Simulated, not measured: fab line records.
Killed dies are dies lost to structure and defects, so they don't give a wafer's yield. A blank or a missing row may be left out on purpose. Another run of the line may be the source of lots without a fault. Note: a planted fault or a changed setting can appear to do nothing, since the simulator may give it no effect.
A single fault, viewed from 2 desks    flow sky130    each desk has only its own numbers; what lay behind them comes last

== AT THE METROLOGY DESK ==
Lot by lot, what the gauges showed, no matter which tool ran the lot: averages of those sampled wafers that carry a number. If a lot's mean is further than 4 standard deviations from the usual mean, the lot is out of limits and carries the mark OUT (the distance appears in the brackets).
Columns: A = cd-nm at SKY_FIELD_ISO_CD_MEAS_13, usual 150.1 nm; B = FIELD_ISO_OXIDATION_01_THK at SKY_FIELD_ISO_THK_MEAS_23, usual 10.00 nm; C = FIELD_ISO_CVD_24_THK at SKY_FIELD_ISO_THK_MEAS_25, usual 594 nm
lot   first seen here  A      B      C
L574  day 2 20:55      149.7  9.82   590
L581  day 4 11:09      151.7  9.98   598
L588  day 5 20:31      147.0  10.36  591
L590  day 6 06:42      150.7  9.93   595
L594  day 7 06:14      148.9  9.89   586
This desk found nothing out of limits on any of the 5 lots.

== AT THE TOOL OWNER'S DESK: rie-si-02 ==
The tool's own readings at SKY_FIELD_ISO_ETCH_17 (etches Si in HBr/Cl2/O2, target depth 342 nm, time 97.7 s): means of the sampled wafers that have a number, for each lot that ran on this tool. If a lot's mean is further than 4 standard deviations from the usual mean, the lot is out of limits and carries the mark OUT (the distance appears in the brackets).
Columns: A = bias-w at SKY_FIELD_ISO_ETCH_17, usual 150.0 W; B = drypump-motor-current-A at SKY_FIELD_ISO_ETCH_17, usual 5.6 A; C = oes-product-au at SKY_FIELD_ISO_ETCH_17, usual 1.004 a.u.; D = run-length-s at SKY_FIELD_ISO_ETCH_17, usual 125.9 s; E = throttle-valve-pct at SKY_FIELD_ISO_ETCH_17, usual 25.653 %
lot   first seen here  A      B    C      D                E
L581  day 4 11:26      150.4  5.8  1.009  109.1 (-43) OUT  25.639
L594  day 7 06:32      150.5  5.4  1.010  126.1            25.654
This desk's finding: out of limits on L581; first on L581, day 4 11:26 (run-length-s at SKY_FIELD_ISO_ETCH_17). L594 stayed within limits.

== PUT TOGETHER ==
An alarm could have come from the tool owner's desk at day 4 11:26, on L581.
Metrology desk: nothing out of limits seen.
The metrology desk holds a record of L581, inside its limits.
The lots listed all ran SKY_FIELD_ISO_ETCH_17 on rie-si-02.

== WHAT HAD BEEN PUT IN BY THE SIMULATOR ==
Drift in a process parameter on rie-si-02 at SKY_FIELD_ISO_ETCH_17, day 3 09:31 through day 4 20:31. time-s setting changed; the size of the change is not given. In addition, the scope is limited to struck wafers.
Lots struck among those shown: L581.
How many hours passed from the start of the fault until each desk's first out-of-limits reading: the tool owner's desk, 26.
